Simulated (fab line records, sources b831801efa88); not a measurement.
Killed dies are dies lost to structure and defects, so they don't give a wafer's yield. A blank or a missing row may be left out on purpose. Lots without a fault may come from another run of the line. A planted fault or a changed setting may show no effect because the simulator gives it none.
fab line records | flow sky130 | part 1 of 2: steps 1 to 27 of 36
record lots=5 wafers=15 last_day=50
route steps=708 shown LOCAL_INTERCONNECT@392 CONTACT@406
lots that met no fault: from a run of the same line without faults
start_h: hours from the record's first day to the start of the lot's first wafer shown | wait_h: hours since the lot's step before | " the same as in the row above | L1.1+2: a row that stands for several wafers | - no value, or no start given | * or withheld: withheld | < > ~ a bound
route shown NAME@n: a module of which the file shows steps, and the number in the route of the first | usual: mean/standard deviation of fault-free wafers | same: alike in all rows | chamber/n: place in a boat | sites: the reading at each site | _std_site: their standard deviation | _edge_site: outer sites' mean less inner sites' | radius_mm: how far each site lies from the wafer's centre | mask NAME#n: copy n | behind: the tool/chamber that last shaped the wafer | hold: why the lot was held/for how many hours/how that ended | device: the transistor (n, p or np) that didn't switch | end of line: the same wafers' tests at the end of the route | a step without rows: its recipe alone | killed: dies lost to structure and defects at the first sort, not the wafer's yield | map: a wafer's dies, x killed, . not, _ none there
set.NAME: the setting as run; set.NAME@STEP: as run at that earlier step | model.NAME: the simulator's own value behind a step, which no gauge read
lots at some steps of the route; a table a step, a row a wafer
services: from which hour (start_h, from the record's first day; less than 0 if before it) a tool's chamber was out of use, for how many hours, and why
## steps
# step SKY_LOCAL_INTERCONNECT_COAT_05
# recipe resist=BARC temp_c=withheld time_s=withheld spin_rpm=3000 resist_thk_nm=60
# usual chill_plate_temp_C=*
# columns lot.wafer tool chamber start_h wait_h chill_plate_temp_C
L075.1 litho_track-03 0 702.28 0.1 *
L075.2 " 0 " " *
L075.3 " 0 " " *
L085.3 litho_track-03 0 775.78 0.1 *
L085.4 " 0 " " *
L085.5 " 0 " " *
L091.3 litho_track-03 0 831.44 0.1 *
L091.4 " 0 " " *
L091.6 " 0 " " *
L093.2 litho_track-01 0 836.07 0.1 *
L093.3 " 0 " " *
L093.6 " 0 " " *
L096.1 litho_track-03 0 878.84 0.1 *
L096.2 " 0 " " *
L096.6 " 0 " " *
# step SKY_LOCAL_INTERCONNECT_COAT_06
# recipe resist=KrF-thick spin_rpm=2933 resist_thk_nm=450
# usual chill_plate_temp_C=23.02/0.12
# columns lot.wafer tool chamber start_h wait_h chill_plate_temp_C
L075.1 litho_track-03 0 - - 22.98
L075.2 " 0 " " 23.12
L075.3 " 0 " " 22.98
L085.3 litho_track-03 0 - - 22.98
L085.4 " 0 " " 23.18
L085.5 " 0 " " 23.05
L091.3 litho_track-03 0 - - 22.97
L091.4 " 0 " " 23.00
L091.6 " 0 " " 23.09
L093.2 litho_track-01 0 - - 23.22
L093.3 " 0 " " 23.09
L093.6 " 0 " " 22.89
L096.1 litho_track-03 0 - - 23.12
L096.2 " 0 " " 22.99
L096.6 " 0 " " 23.03
# step SKY_LOCAL_INTERCONNECT_SOFTBAKE_07
# recipe temp_c=100 time_s=90 resist=KrF-thick
# usual chill_plate_temp_C=23.01/0.1
# columns lot.wafer tool chamber start_h wait_h chill_plate_temp_C
L075.1 litho_track-03 0 - - 23.09
L075.2 " 0 " " 22.96
L075.3 " 0 " " 23.07
L085.3 litho_track-03 0 - - 22.94
L085.4 " 0 " " 22.76
L085.5 " 0 " " 22.90
L091.3 litho_track-03 0 - - 22.83
L091.4 " 0 " " 22.85
L091.6 " 0 " " 22.93
L093.2 litho_track-01 0 - - 23.16
L093.3 " 0 " " 22.97
L093.6 " 0 " " 23.02
L096.1 litho_track-03 0 - - 22.96
L096.2 " 0 " " 23.12
L096.6 " 0 " " 23.01
# step SKY_LOCAL_INTERCONNECT_EXPOSE_08
# recipe mask_id=LI1M na=0.8 source_shape=annular sigma_inner=0.55 sigma_outer=0.85 target_cd_nm=170 dose_mj=28
# columns lot.wafer tool chamber start_h wait_h mask
L075.1+2+3 krf_scanner-02 0 - - LI1M#0
L085.3+4+5 krf_scanner-01 0 - - LI1M#0
L091.3+4+6 krf_scanner-01 0 - - LI1M#0
L093.2+3+6 krf_scanner-01 0 - - LI1M#0
L096.1+2+6 krf_scanner-02 0 - - LI1M#0
# step SKY_LOCAL_INTERCONNECT_PEB_09
# recipe peb_temp_c=withheld peb_time_s=withheld resist=KrF-thick
# usual chill_plate_temp_C=*
# columns lot.wafer tool chamber start_h wait_h chill_plate_temp_C
L075.1 litho_track-03 0 - - *
L075.2 " 0 " " *
L075.3 " 0 " " *
L085.3 litho_track-01 0 - - *
L085.4 " 0 " " *
L085.5 " 0 " " *
L091.3 litho_track-03 0 - - *
L091.4 " 0 " " *
L091.6 " 0 " " *
L093.2 litho_track-01 0 - - *
L093.3 " 0 " " *
L093.6 " 0 " " *
L096.1 litho_track-03 0 - - *
L096.2 " 0 " " *
L096.6 " 0 " " *
# step SKY_LOCAL_INTERCONNECT_DEVELOP_10
# recipe develop_time_s=60 resist=KrF-thick dev_temp_c=21
# usual chill_plate_temp_C=23.02/0.11
# columns lot.wafer tool chamber start_h wait_h chill_plate_temp_C
L075.1 litho_track-03 0 - - 22.95
L075.2 " 0 " " 22.98
L075.3 " 0 " " 23.02
L085.3 litho_track-01 0 - - 23.00
L085.4 " 0 " " 22.88
L085.5 " 0 " " 22.84
L091.3 litho_track-03 0 - - 22.82
L091.4 " 0 " " 22.81
L091.6 " 0 " " 23.01
L093.2 litho_track-01 0 - - 23.19
L093.3 " 0 " " 23.11
L093.6 " 0 " " 23.15
L096.1 litho_track-03 0 - - 22.96
L096.2 " 0 " " 23.02
L096.6 " 0 " " 22.87
# step SKY_LOCAL_INTERCONNECT_CD_MEAS_11
# recipe target_cd_nm=170
# usual cd_nm=170.5/1.5
# columns lot.wafer tool chamber start_h wait_h cd_nm
L075.1 cd_sem-01 - 715.48 - 169.5
L075.2 " - " " 169.3
L075.3 " - " " 170.2
L085.3 cd_sem-02 - 790.44 - 173.1
L085.4 " - " " 171.6
L085.5 " - " " 172.7
L091.3 cd_sem-02 - 845.93 - 168.2
L091.4 " - " " 170.4
L091.6 " - " " 169.9
L093.2 cd_sem-01 - 851.02 - 171.5
L093.3 " - " " 171.4
L093.6 " - " " 170.9
L096.1 cd_sem-02 - 890.64 - 170.1
L096.2 " - " " 169.1
L096.6 " - " " 170.3
# step SKY_LOCAL_INTERCONNECT_OVL_MEAS_12
# usual LOCAL_INTERCONNECT_OVL=0/6.5
# columns lot.wafer tool chamber start_h wait_h LOCAL_INTERCONNECT_OVL[nm]
L075.1 overlay-02 - 715.60 0.1 -6
L075.2 " - " " -7
L075.3 " - " " -2
L085.3 overlay-01 - 790.53 0.1 4
L085.4 " - " " 4
L085.5 " - " " 3
L091.3 overlay-01 - 846.02 0.1 5
L091.4 " - " " 3
L091.6 " - " " 4
L093.2 overlay-02 - 851.13 0.1 4
L093.3 " - " " 2
L093.6 " - " " 3
L096.1 overlay-02 - 890.76 0.1 -6
L096.2 " - " " -7
L096.6 " - " " -6
# step SKY_LOCAL_INTERCONNECT_ETCH_13
# recipe chemistry=N2/H2 target=BARC ion_energy_ev=200 bias_w=100 pressure_mtorr=30 n2_flow_sccm=100 h2_flow_sccm=200 icp_w=500 stop_on=SiO2 time_s=45.9 target_depth_a=600
# usual drypump_motor_current_A=6.0/0.35 oes_product_au=0.854/0.005 throttle_valve_pct=13.224/0.0082
# columns lot.wafer tool chamber start_h wait_h drypump_motor_current_A oes_product_au rf_hours_counter_h throttle_valve_pct
L075.1 rie_metal-02 1 715.64 0.0 6.1 0.866 13 13.223
L075.2 " 0 " " 5.6 0.855 1 13.230
L075.3 " 0 " " 5.6 0.851 - 13.231
L085.3 rie_metal-03 1 790.58 0.0 6.4 0.840 - 13.223
L085.4 " 0 " " 5.4 0.860 - 13.226
L085.5 " 0 " " 5.4 0.852 - 13.235
L091.3 rie_metal-04 1 846.08 0.1 6.0 0.859 - 13.221
L091.4 " 1 " " 6.0 0.845 - 13.205
L091.6 " 1 " " 6.0 0.857 - 13.215
L093.2 rie_metal-04 0 851.18 0.0 6.3 0.859 - 13.219
L093.3 " 0 " " 6.3 0.855 - 13.216
L093.6 " 0 " " 6.3 0.857 - 13.226
L096.1 rie_metal-04 1 890.79 0.0 6.0 0.857 1 13.222
L096.2 " 0 " " 6.3 0.859 9 13.236
L096.6 " 1 " " 6.0 0.858 - 13.236
# step SKY_LOCAL_INTERCONNECT_METAL_ETCH_14
# recipe target_depth_nm=110 stop_on=PSG chemistry=Cl2/BCl3 target=TiN resist_sidewall_deg=88 pressure_mtorr=10 icp_w=900 bias_w=48.5 Cl2_flow_sccm=60 bcl3_flow_sccm=30 time_s=31.4
# usual drypump_motor_current_A=6.0/0.35 mfc_cl2_sccm=60.00/0.2 oes_product_au=0.931/0.0067 throttle_valve_pct=21.907/0.0091
# columns lot.wafer tool chamber start_h wait_h drypump_motor_current_A mfc_cl2_sccm oes_product_au rf_hours_counter_h throttle_valve_pct
L075.1 rie_metal-02 1 715.70 0.0 6.0 60.24 0.933 13 21.902
L075.2 " 0 " " 5.6 59.89 0.938 1 21.902
L075.3 " 0 " " 5.6 59.91 0.941 - 21.893
L085.3 rie_metal-03 1 790.64 0.0 6.3 60.12 0.933 - 21.901
L085.4 " 0 " " 5.4 60.21 0.938 - 21.918
L085.5 " 0 " " 5.5 60.30 0.939 - 21.909
L091.3 rie_metal-04 1 846.20 0.1 6.0 60.06 0.931 - 21.897
L091.4 " 1 " " 6.0 59.97 0.937 - 21.906
L091.6 " 1 " " 6.0 60.07 0.929 - 21.897
L093.2 rie_metal-04 0 851.30 0.1 6.3 59.75 0.927 - 21.913
L093.3 " 0 " " 6.3 60.09 0.935 - 21.920
L093.6 " 0 " " 6.3 59.88 0.932 - 21.906
L096.1 rie_metal-04 1 890.85 0.0 6.0 59.83 0.933 1 21.893
L096.2 " 0 " " 6.3 59.78 0.929 9 21.913
L096.6 " 1 " " 6.0 59.77 0.920 - 21.915
# step SKY_LOCAL_INTERCONNECT_STRIP_15
# recipe chemistry=O2/N2 power_w=1400 pressure_mtorr=1500 platen_temp_c=withheld o2_flow_sccm=3000 n2_flow_sccm=300 overash_fraction=0.5
# usual drypump_motor_current_A=5.9/0.52 oes_product_au=0.429/0.0045 strip_time_to_endpoint_s=4.767/0.019
# columns lot.wafer tool chamber start_h wait_h drypump_motor_current_A oes_product_au rf_hours_counter_h strip_time_to_endpoint_s
L075.1 plasma_asher-02 0 715.75 0.0 5.4 0.429 102 4.785
L075.2 " 1 " " 6.4 0.429 102 4.781
L075.3 " 1 " " 6.4 0.435 - 4.783
L085.3 plasma_asher-04 1 790.70 0.1 5.1 0.428 - 4.769
L085.4 " 0 " " 6.1 0.432 - 4.766
L085.5 " 1 " " 5.1 0.427 - 4.778
L091.3 plasma_asher-02 1 846.30 0.1 6.4 0.428 - 4.764
L091.4 " 0 " " 5.4 0.422 - 4.769
L091.6 " 1 " " 6.5 0.418 - 4.772
L093.2 plasma_asher-04 1 851.38 0.1 5.1 0.430 41 4.768
L093.3 " 0 " " 6.2 0.427 - 4.750
L093.6 " 0 " " 6.2 0.437 - 4.747
L096.1 plasma_asher-04 1 890.91 0.0 5.1 0.430 46 4.763
L096.2 " 0 " " 6.2 0.426 46 4.734
L096.6 " 1 " " 5.2 0.429 - 4.753
# step SKY_LOCAL_INTERCONNECT_STRIP_16
# recipe chemistry=post_etch_residue_remover time_s=1200 temp_c=72.5
# columns lot.wafer tool chamber start_h wait_h
L075.1+2+3 wet_bench-03 0 715.85 0.1
L085.3+4+5 wet_bench-01 0 790.77 0.0
L091.3+4+6 wet_bench-01 2 846.37 0.0
L093.2+3+6 wet_bench-01 3 851.48 0.1
L096.1+2+6 wet_bench-01 0 891.01 0.1
# step SKY_LOCAL_INTERCONNECT_CLEAN_17
# recipe chemistry=IPA time_s=180 temp_c=25
# columns lot.wafer tool chamber start_h wait_h
L075.1+2+3 wet_bench-01 1 716.23 0.0
L085.3+4+5 wet_bench-01 0 791.11 0.0
L091.3+4+6 wet_bench-04 0 846.71 0.0
L093.2+3+6 wet_bench-04 1 851.83 0.0
L096.1+2+6 wet_bench-01 0 891.35 0.0
# step SKY_LOCAL_INTERCONNECT_CLEAN_18
# recipe chemistry=O3/DIW dry=n2_spin
# columns lot.wafer tool chamber start_h wait_h
L075.1+2+3 wet_bench-03 0 716.29 0.0
L085.3+4+5 wet_bench-01 1 791.17 0.0
L091.3+4+6 wet_bench-03 2 846.77 0.0
L093.2+3+6 wet_bench-01 2 851.88 0.0
L096.1+2+6 wet_bench-04 2 891.41 0.0
# step SKY_CONTACT_CVD_00
# recipe material=Si3N4 target_thk_nm=75 temp_c=400 time_s=withheld rf_w=450
# usual heater_power_w=716/140
# columns lot.wafer tool chamber start_h wait_h heater_power_w
L075.1 pecvd-02 0 716.39 0.0 506
L075.2 " 1 " " 850
L075.3 " 2 " " 656
L085.3 pecvd-03 2 791.26 0.0 768
L085.4 " 2 " " 765
L085.5 " 1 " " 611
L091.3 pecvd-02 1 846.86 0.0 822
L091.4 " 2 " " 565
L091.6 " 0 " " 574
L093.2 pecvd-03 2 851.98 0.0 791
L093.3 " 0 " " 899
L093.6 " 2 " " 794
L096.1 pecvd-04 1 891.50 0.0 899
L096.2 " 0 " " 695
L096.6 " 1 " " 931
# step SKY_CONTACT_THK_MEAS_01
# recipe reads=Si3N4_of_CONTACT_CVD_00
# usual CONTACT_CVD_00_THK=74.8/0.86
# columns lot.wafer tool chamber start_h wait_h CONTACT_CVD_00_THK[nm]
L075.1 film_metro-03 - 716.42 - 74.0
L075.2 " - " " 74.7
L075.3 " - " " 74.7
L085.3 film_metro-03 - 791.31 - 74.2
L085.4 " - " " 74.8
L085.5 " - " " 75.5
L091.3 film_metro-03 - 846.92 - 73.5
L091.4 " - " " 75.2
L091.6 " - " " 74.9
L093.2 film_metro-02 - 852.02 - 74.2
L093.3 " - " " 75.3
L093.6 " - " " 75.2
L096.1 film_metro-03 - 891.53 - 74.5
L096.2 " - " " 74.7
L096.6 " - " " 76.2
# step SKY_CONTACT_HDPCVD_02
# recipe material=SiO2 target_thk_nm=565 sigma_open_frac=0.3 time_s=94.2 temp_c=600 sih4_flow_sccm=60 pressure_mtorr=6
# columns lot.wafer tool chamber start_h wait_h
L075.1+2+3 hdpcvd-01 0,2,1 716.48 0.1
L085.3+4+5 hdpcvd-02 1,1,2 791.40 0.1
L091.3+4+6 hdpcvd-02 0,0,1 846.96 0.0
L093.2+3+6 hdpcvd-01 2,1,0 852.07 0.0
L096.1+2+6 hdpcvd-01 1,2,2 891.59 0.1
# step SKY_CONTACT_THK_MEAS_03
# recipe reads=SiO2_of_CONTACT_HDPCVD_02
# usual CONTACT_HDPCVD_THK=562/4.4
# columns lot.wafer tool chamber start_h wait_h CONTACT_HDPCVD_THK[nm]
L075.1 film_metro-02 - 716.55 0.0 566
L075.2 " - " " 560
L075.3 " - " " 572
L085.3 film_metro-03 - 791.49 0.1 568
L085.4 " - " " 567
L085.5 " - " " 566
L091.3 film_metro-01 - 847.04 0.1 569
L091.4 " - " " 567
L091.6 " - " " 567
L093.2 film_metro-02 - 852.15 0.0 559
L093.3 " - " " 563
L093.6 " - " " 565
L096.1 film_metro-02 - 891.66 0.0 561
L096.2 " - " " 558
L096.6 " - " " 561
# step SKY_CONTACT_CMP_04
# recipe material=SiO2 down_force_psi=4 platen_rpm=60 pad_velocity_m_s=0.94248
# usual motor_current_A=12.5/1.1 time_to_endpoint_s=81/4.2
# columns lot.wafer tool chamber start_h wait_h motor_current_A time_to_endpoint_s
L075.3 cmp-02 0 716.61 0.0 10.9 81
L075.1 " 1 " " 12.3 81
L075.2 " 2 " " 13.8 79
L085.4 cmp-01 2 791.81 0.3 13.7 83
L085.3 " 3 " " 12.5 81
L085.5 " 2 " " 14.3 83
L091.3 cmp-01 0 847.13 0.1 12.1 82
L091.4 " 2 " " 13.4 83
L091.6 " 0 " " 12.7 82
L093.3 cmp-02 3 852.20 0.0 11.8 88
L093.2 " 1 " " 12.6 88
L093.6 " 0 " " 11.0 88
L096.1 cmp-01 3 891.72 0.1 12.1 78
L096.2 " 2 " " 13.9 77
L096.6 " 0 " " 11.9 77
# step SKY_CONTACT_BOW_MEAS_05
# recipe mode=bow
# usual CONTACT_BOW=81/7
# columns lot.wafer tool chamber start_h wait_h CONTACT_BOW[um]
L075.1 film_metro-02 - 716.91 0.2 91
L075.2 " - " " 83
L075.3 " - " " 94
L085.3 film_metro-03 - 792.10 0.2 98
L085.4 " - " " 91
L085.5 " - " " 81
L091.3 film_metro-02 - 847.42 0.2 76
L091.4 " - " " 75
L091.6 " - " " 87
L093.2 film_metro-01 - 852.52 0.2 81
L093.3 " - " " 77
L093.6 " - " " 81
L096.1 film_metro-03 - 892.02 0.2 80
L096.2 " - " " 68
L096.6 " - " " 71
# step SKY_CONTACT_DEHYDRATE_06
# recipe temp_c=200 time_s=60
# usual chill_plate_temp_C=23.02/0.11
# columns lot.wafer tool chamber start_h wait_h chill_plate_temp_C
L075.1 litho_track-03 0 730.48 13.6 23.02
L075.2 " 0 " " 23.02
L075.3 " 0 " " 23.10
L085.3 litho_track-02 0 802.27 10.1 23.22
L085.4 " 0 " " 23.10
L085.5 " 0 " " 22.84
L091.3 litho_track-02 0 858.52 11.1 23.22
L091.4 " 0 " " 23.06
L091.6 " 0 " " 23.01
L093.2 litho_track-02 0 863.34 10.8 23.05
L093.3 " 0 " " 22.98
L093.6 " 0 " " 23.23
L096.1 litho_track-04 0 905.03 13.0 22.94
L096.2 " 0 " " 23.21
L096.6 " 0 " " 22.99
# step SKY_CONTACT_HMDS_07
# recipe prime_time_s=60 prime_temp_c=120
# usual chill_plate_temp_C=23.01/0.12
# columns lot.wafer tool chamber start_h wait_h chill_plate_temp_C
L075.1 litho_track-03 0 730.63 0.1 22.92
L075.2 " 0 " " 22.91
L075.3 " 0 " " 22.85
L085.3 litho_track-02 0 802.42 0.1 23.02
L085.4 " 0 " " 23.00
L085.5 " 0 " " 22.89
L091.3 litho_track-02 0 858.67 0.1 22.98
L091.4 " 0 " " 23.08
L091.6 " 0 " " 22.95
L093.2 litho_track-02 0 863.49 0.1 23.16
L093.3 " 0 " " 23.03
L093.6 " 0 " " 23.12
L096.1 litho_track-04 0 905.18 0.1 22.97
L096.2 " 0 " " 22.84
L096.6 " 0 " " 22.88
# step SKY_CONTACT_COAT_08
# recipe resist=BARC temp_c=withheld time_s=withheld spin_rpm=3000 resist_thk_nm=60
# usual chill_plate_temp_C=*
# columns lot.wafer tool chamber start_h wait_h chill_plate_temp_C
L075.1 litho_track-03 0 730.78 0.1 *
L075.2 " 0 " " *
L075.3 " 0 " " *
L085.3 litho_track-02 0 802.57 0.1 *
L085.4 " 0 " " *
L085.5 " 0 " " *
L091.3 litho_track-02 0 858.82 0.1 *
L091.4 " 0 " " *
L091.6 " 0 " " *
L093.2 litho_track-02 0 863.64 0.1 *
L093.3 " 0 " " *
L093.6 " 0 " " *
L096.1 litho_track-04 0 905.33 0.1 *
L096.2 " 0 " " *
L096.6 " 0 " " *
# step SKY_CONTACT_COAT_09
# recipe resist=KrF-thick spin_rpm=3000 resist_thk_nm=450
# usual chill_plate_temp_C=23.02/0.098
# columns lot.wafer tool chamber start_h wait_h chill_plate_temp_C
L075.1 litho_track-03 0 - - 23.14
L075.2 " 0 " " 23.07
L075.3 " 0 " " 23.11
L085.3 litho_track-02 0 - - 22.91
L085.4 " 0 " " 23.10
L085.5 " 0 " " 23.04
L091.3 litho_track-02 0 - - 23.04
L091.4 " 0 " " 23.06
L091.6 " 0 " " 22.99
L093.2 litho_track-02 0 - - 22.98
L093.3 " 0 " " 23.22
L093.6 " 0 " " 23.00
L096.1 litho_track-04 0 - - 23.06
L096.2 " 0 " " 23.03
L096.6 " 0 " " 23.09
# step SKY_CONTACT_SOFTBAKE_10
# recipe temp_c=100 time_s=90 resist=KrF-thick
# usual chill_plate_temp_C=22.99/0.099
# columns lot.wafer tool chamber start_h wait_h chill_plate_temp_C
L075.1 litho_track-03 0 - - 22.99
L075.2 " 0 " " 22.99
L075.3 " 0 " " 23.07
L085.3 litho_track-02 0 - - 23.03
L085.4 " 0 " " 23.05
L085.5 " 0 " " 22.99
L091.3 litho_track-02 0 - - 22.83
L091.4 " 0 " " 22.77
L091.6 " 0 " " 22.96
L093.2 litho_track-02 0 - - 22.84
L093.3 " 0 " " 23.13
L093.6 " 0 " " 22.96
L096.1 litho_track-04 0 - - 23.04
L096.2 " 0 " " 22.81
L096.6 " 0 " " 22.90
# step SKY_CONTACT_EXPOSE_11
# recipe mask_id=CTM1 na=0.8 source_shape=annular sigma_inner=0.55 sigma_outer=0.85 target_cd_nm=170 dose_mj=38
# columns lot.wafer tool chamber start_h wait_h mask
L075.1+2+3 krf_scanner-01 0 - - CTM1#0
L085.3+4+5 krf_scanner-02 0 - - CTM1#0
L091.3+4+6 krf_scanner-01 0 - - CTM1#0
L093.2+3+6 krf_scanner-01 0 - - CTM1#0
L096.1+2+6 krf_scanner-02 0 - - CTM1#0
# step SKY_CONTACT_PEB_12
# recipe peb_temp_c=withheld peb_time_s=withheld resist=KrF-thick
# usual chill_plate_temp_C=*
# columns lot.wafer tool chamber start_h wait_h chill_plate_temp_C
L075.1 litho_track-03 0 - - *
L075.2 " 0 " " *
L075.3 " 0 " " *
L085.3 litho_track-04 0 - - *
L085.4 " 0 " " *
L085.5 " 0 " " *
L091.3 litho_track-02 0 - - *
L091.4 " 0 " " *
L091.6 " 0 " " *
L093.2 litho_track-02 0 - - *
L093.3 " 0 " " *
L093.6 " 0 " " *
L096.1 litho_track-02 0 - - *
L096.2 " 0 " " *
L096.6 " 0 " " *
